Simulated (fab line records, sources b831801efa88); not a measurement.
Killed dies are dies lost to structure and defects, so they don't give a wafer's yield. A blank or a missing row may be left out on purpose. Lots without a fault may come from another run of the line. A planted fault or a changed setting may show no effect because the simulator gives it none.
Chamber matching | flow sky130 | SKY_VIA2_ETCH_14 on rie_diel-03: 4 sister chambers
The step etches BARC in N2/H2, stops on SiO2, time 45.9 s, target depth 60 nm. 8 wafers are shown with their chamber, then 10 later ones without.

WAFERS WITH THEIR CHAMBER
wafer  | chamber | drypump_motor_current_A (A) | throttle_valve_pct (%)
L077.4 | 1       | 5.5                         | 13.239
L080.3 | 0       | 6.1                         | 13.232
L080.5 | 2       | 5.7                         | 13.224
L085.1 | 1       | 5.5                         | 13.226
L085.2 | 3       | 5.7                         | 13.242
L085.4 | 0       | 6.0                         | 13.235
L086.1 | 3       | 5.8                         | 13.215
L086.2 | 2       | 5.7                         | 13.208

WAFERS WITHOUT THEIR CHAMBER
wafer  | drypump_motor_current_A (A) | throttle_valve_pct (%)
L086.4 | 6.0                         | 13.226
L092.3 | 6.0                         | 13.225
L092.5 | 6.0                         | 13.226
L092.6 | 5.5                         | 13.200
L093.1 | 5.7                         | 13.211
L093.4 | 5.5                         | 13.225
L093.5 | 5.7                         | 13.230
L097.1 | 5.5                         | 13.216
L097.4 | 5.7                         | 13.218
L097.5 | 5.5                         | 13.217

WHICH CHAMBER EACH WENT THROUGH
wafer  | from the rows above     | in truth
L086.4 | 0                       | 0
L092.3 | 0                       | 0
L092.5 | 0                       | 0
L092.6 | can't be placed: 1 or 2 | 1
L093.1 | can't be placed: 2 or 3 | 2
L093.4 | 1                       | 1
L093.5 | can't be placed: 3 or 2 | 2
L097.1 | 1                       | 1
L097.4 | can't be placed: 2 or 3 | 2
L097.5 | 1                       | 1
Placed correctly: 6 of 10. Can't be placed from these rows: 4 (the true chamber is among the candidates in 4). Placed wrongly: 0.
How it was worked out, from the rows above alone: a wafer's distance from a chamber is the root of the sum, over the readings, of the square of ((its reading less the chamber's mean) divided by the reading's scatter). The wafer belongs to the nearest chamber; if the next one is less than 2 further off, it can't be placed. A chamber's mean is the mean of its shown wafers. The scatter: the root of (the sum of the squares of (reading less its chamber's mean) over the shown wafers, divided by (wafers less chambers)).
